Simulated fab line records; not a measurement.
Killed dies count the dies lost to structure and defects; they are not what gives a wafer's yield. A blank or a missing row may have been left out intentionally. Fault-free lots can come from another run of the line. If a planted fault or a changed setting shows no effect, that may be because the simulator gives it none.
Chamber matching | flow gf180mcu | GF_CONTACT_CVD_02 on pecvd-02 has 3 sister chambers
The step deposits SiO2 from TEOS, target thk 860 nm, time 95.992 s. 6 wafers are shown with their chamber, then 8 later ones without.

WAFERS PAIRED WITH THEIR CHAMBERS
wafer  | chamber | heater power w (W) | rf fwd power W (W)
L087.1 | 0       | 729                | 601.7
L087.4 | 0       | 775                | 596.4
L091.3 | 1       | 981                | 598.0
L091.4 | 2       | 546                | 595.2
L091.5 | 1       | 1023               | 596.8
L092.1 | 2       | 615                | 594.9

WAFERS WITHOUT THEIR CHAMBER
wafer  | heater power w (W) | rf fwd power W (W)
L092.3 | 899                | 597.0
L092.6 | 752                | 599.0
L094.1 | 937                | 596.9
L094.2 | 627                | 592.6
L094.3 | 718                | 596.5
L097.2 | 558                | 596.3
L097.3 | 955                | 597.6
L097.4 | 1037               | 597.2

EACH ONE'S CHAMBER
wafer  | from the rows above     | in truth
L092.3 | can't be placed: 1 or 0 | 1
L092.6 | 0                       | 0
L094.1 | 1                       | 1
L094.2 | 2                       | 2
L094.3 | 0                       | 0
L097.2 | 2                       | 2
L097.3 | 1                       | 1
L097.4 | 1                       | 1
Correct placement for 7 of the 8. These rows do not allow placing 1 (true chamber among the candidates in 1). 0 placed wrongly.
How it was worked out, from the rows above alone: a wafer's distance from a chamber is the root of the sum, over the readings, of the square of ((its reading less the chamber's mean) divided by the reading's scatter). If the next closest chamber is less than 2 further off than the closest, the wafer can't be placed; otherwise it belongs to the closest. For every chamber, the mean is computed from those of its wafers that are shown. How the scatter is found: for the shown wafers, subtract from each reading the mean of its chamber, square and add these, divide the total by (wafers less chambers), then take the root.
